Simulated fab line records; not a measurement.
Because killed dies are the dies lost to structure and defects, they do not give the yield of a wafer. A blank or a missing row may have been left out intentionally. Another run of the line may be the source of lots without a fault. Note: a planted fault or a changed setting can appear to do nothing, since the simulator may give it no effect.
8D (eight disciplines) problem report, filled in by code + flow sky130 + the parts of the form that need people (team, actions taken, sign-off) are left out

1. THE ISSUE
VIA3_HDPCVD_THK at SKY_VIA3_THK_MEAS_01 reads a mean of 658 nm on 1 wafer of 1 lot; wafers without a fault read 1632 nm with a standard deviation of 15. Relative to the usual mean, that is a shift of -65 standard deviations.
Seen first at day 40 01:16 on film-metro-04, wafer L238.5. The record has a number at this step for 39 wafers belonging to 13 lots. By rule, "out" or "out of limits" means more than 4 standard deviations away from the usual mean. The rest of the wafers with a number are treated as sound.

2. WHAT IT IS AND WHAT IT IS NOT
| question                    | is                | is not                                                                                                                    |
|-----------------------------|-------------------|---------------------------------------------------------------------------------------------------------------------------|
| which readings at this step | VIA3_HDPCVD_THK   | -                                                                                                                         |
| which lots                  | L238              | L235, L236, L247, L249, L250, L251, L253, L254, L255, L256, L257, L258                                                    |
| which wafers of those lots  | L238.5            | L238.3, L238.4                                                                                                            |
| read on which gauges        | film-metro-04     | film-metro-02, film-metro-03                                                                                              |
| when                        | from day 40 01:16 | up to then (8 sound wafers); but 30 sound wafers of L247, L249, L250, L251, L253, L254, L255, L256, L257, L258 came after |

3. WHAT RULES OUT EACH SUSPECT
Counting: a tool at a process step up to the reading stays a suspect if it ran every lot that is out. Sound lots after the first of them don't rule it out here, since some wafers of a struck lot are sound.
- ruled out: the gauge at SKY_VIA3_THK_MEAS_01. All the wafers that are out were read on film-metro-04, but those of them that SKY_VIA3_HDPCVD_00 has rows for are out there too, on other tools.
- hdpcvd-01 at SKY_VIA3_HDPCVD_00 (deposits SiO2, target thk 1635 nm, time 272.5 s): kept. It processed L238, the lot that is out, at day 40 01:05, and its most recent sound lot before then was L236 at day 38 19:18. Its own readings are out on those wafers: run-length-s.
The count leaves hdpcvd-01 at SKY_VIA3_HDPCVD_00.

4. THE CAUSE (what the simulator had put in)
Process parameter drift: hdpcvd-01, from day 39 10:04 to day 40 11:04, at SKY_VIA3_HDPCVD_00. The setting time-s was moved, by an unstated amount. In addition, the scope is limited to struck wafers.
The count eliminated every tool but this one.

5. SEQUENCE OF EFFECTS, ordered by route
One row per reading whose mean, taken over the struck wafers that have a number, lies over 3 standard deviations from the usual. Scope: only readings with a usual standard deviation given in the record; hours: median across lots of the time from each lot's start at the first step in this table that gives one to its start at this step; sigmas: change in usual standard deviations.
| hours | step                 | reading         | usual   | on struck wafers | change | sigmas      |
|-------|----------------------|-----------------|---------|------------------|--------|-------------|
| 0     | SKY_VIA3_HDPCVD_00   | run-length-s    | 300.3 s | 135.7            | -164.6 | -99 or more |
| 0     | SKY_VIA3_THK_MEAS_01 | VIA3_HDPCVD_THK | 1632 nm | 658              | -974   | -65         |
Here are the process steps it includes:
- SKY_VIA3_HDPCVD_00: deposits SiO2, target thk 1635 nm, time 272.5 s.
Later measuring or inspecting steps at which every struck wafer that the step has a row for has a number for every such reading, and none has moved that far: SKY_VIA3_CD_MEAS_12.

6. WHAT WOULD HAVE CAUGHT IT SOONER
In this record the first reading out of limits at a measuring or inspecting step was taken at day 40 01:16, 15 hours after the fault began at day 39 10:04.
At SKY_VIA3_HDPCVD_00, the tool's own readings (run-length-s) were out on each struck wafer the step has a row for, so an alarm limit on them would have fired on the first such wafer.
By day 40 01:16, every lot that is out (1) had started SKY_VIA3_HDPCVD_00 on hdpcvd-01. Tool hold at that time: it would have spared none of them.
